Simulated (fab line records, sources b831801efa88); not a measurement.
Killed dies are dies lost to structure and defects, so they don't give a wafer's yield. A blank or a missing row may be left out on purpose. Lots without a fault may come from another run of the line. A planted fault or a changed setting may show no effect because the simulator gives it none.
A struck lot beside a sound one | flow sky130 | 16 steps out of a route of 708
Sound: wafers L649.2, L649.4, L649.6. Struck: wafer L653.2. (L653.1, L653.6 of the same lot were not struck and are left out.) The cause comes at the end.
At each step with rows: each side's tool, then ch and its chambers, then its first start. Under that, the readings that differ: sound wafers | struck wafers | difference of the means | sigmas: that difference in standard deviations of wafers without a fault.
alike: readings whose means differ by less than 2 such deviations, and words and numbers that are the same on both sides. not compared: withheld readings, readings that some wafer has no value for, bounds like >300 that may hide the same value, and numbers for which the record gives no deviation and whose values overlap.
The two part at a step that has a row with sigmas, a row that says differs or no value, or rows on one side only. Numbers that don't overlap but have no deviation are shown without sigmas and don't part them. A reading that every wafer of one side lacks parts them only if that side has two wafers or more.

first, 8 steps without rows for these wafers: SKY_METAL1_DEHYDRATE_07 (time 60 s); SKY_METAL1_HMDS_08 (prime time 60 s); SKY_METAL1_COAT_09 (resist thk 60 nm); SKY_METAL1_COAT_10 (resist thk 450 nm); SKY_METAL1_SOFTBAKE_11 (time 90 s); SKY_METAL1_EXPOSE_12 (exposes mask MM1, target cd 140 nm); SKY_METAL1_PEB_13; SKY_METAL1_DEVELOP_14 (develop time 60 s).
SKY_METAL1_CD_MEAS_15: target cd 140 nm.
  sound on cd_sem-02, day 33 08:53; struck on cd_sem-02, day 34 18:11
  alike: cd_nm
SKY_METAL1_OVL_MEAS_16:
  sound on overlay-01, day 33 09:00; struck on overlay-01, day 34 18:18
  alike: METAL1_OVL
SKY_METAL1_DESCUM_17: chemistry O2, time 8 s.
  sound on rie_metal-04 ch 0,1, day 33 09:02; struck on rie_metal-03 ch 0, day 34 18:20
  reading                     | sound             | struck | difference | sigmas
  drypump_motor_current_A (A) | 6.7 6.7 6.4       | 5.4    | -1.2       | -3
  oes_product_au (a.u.)       | 1.009 1.006 1.017 | 0.988  | -0.023     | -2
  not compared: rf_hours_counter_h
SKY_METAL1_ETCH_18: etches BARC in N2/H2, stops on SiO2, time 45.9 s, target depth 60 nm.
  sound on rie_metal-04 ch 0,1, day 33 09:04; struck on rie_metal-03 ch 0, day 34 18:22
  reading                     | sound       | struck | difference | sigmas
  drypump_motor_current_A (A) | 6.7 6.7 6.4 | 5.4    | -1.2       | -3
  alike: oes_product_au, throttle_valve_pct
  not compared: rf_hours_counter_h
SKY_METAL1_METAL_ETCH_19: etches the open film in Cl2/BCl3, stops on SiO2, target depth 360 nm, time 78 s.
  sound on rie_metal-04 ch 0,1, day 33 09:07; struck on rie_metal-03 ch 0, day 34 18:26
  reading                                       | sound             | struck  | difference | sigmas
  drypump_motor_current_A (A)                   | 6.7 6.8 6.4       | 5.4     | -1.2       | -3
  oes_product_au (a.u.)                         | 0.864 0.861 0.853 | 0.760   | -0.099     | -16
  over_etch_frac                                | 0.3 0.3 0.3       | 0.59238 | +0.29238   |
  model.KrF-thick_of_METAL1_COAT_10.thk_nm (nm) | 155.1 155.4 152.7 | 109.7   | -44.7      |
  model.SiO2_of_CONTACT_HDPCVD_02.thk_nm (nm)   | 325 326.7 326     | 322.5   | -3.4       |
  alike: throttle_valve_pct
  not compared: rf_hours_counter_h, model.METAL1.cd_nm
SKY_METAL1_STRIP_20: strips in O2/N2.
  sound on plasma_asher-02 ch 0,1, day 33 09:13; struck on plasma_asher-01 ch 1, day 34 18:36
  reading                      | sound             | struck | difference | sigmas
  oes_product_au (a.u.)        | 0.350 0.337 0.340 | 0.313  | -0.029     | -5
  strip_time_to_endpoint_s (s) | 2.66 2.66 2.62    | 2.17   | -0.48      | -8
  alike: drypump_motor_current_A
  not compared: rf_hours_counter_h
then, 1 step without rows for these wafers: SKY_METAL1_STRIP_21 (strips in post etch residue remover, time 1200 s).
-- the record jumps here: 13 days lie between the struck wafers' starts before and after (it left off in module METAL1 and takes up again in module PAD_OPEN, whose first step shown is number 708 of the route) --
SKY_PAD_OPEN_PROBE_99:
  sound on prober-02, day 46 06:05; struck on prober-02, day 47 08:08
  alike: defect_limited_yield, killed_at_M0_to_M3, killed_at_M4_up, killed_at_contacts, killed_at_front_end, killed_at_other, killed_dies, killed_open, killed_short, sort_bin_3_pad_short, sort_bin_5_function, sort_bin_6_memory, sort_n_pass, sort_yield_pct
  not compared: model.etest.met1.width_nm, model.etest.met1.line_ohm_um

WHERE THEY PART
First at SKY_METAL1_DESCUM_17; last, within this record, at SKY_METAL1_STRIP_20. Later steps at which nothing parts them and some readings are alike: SKY_PAD_OPEN_PROBE_99.

WHY: what the simulator had put in
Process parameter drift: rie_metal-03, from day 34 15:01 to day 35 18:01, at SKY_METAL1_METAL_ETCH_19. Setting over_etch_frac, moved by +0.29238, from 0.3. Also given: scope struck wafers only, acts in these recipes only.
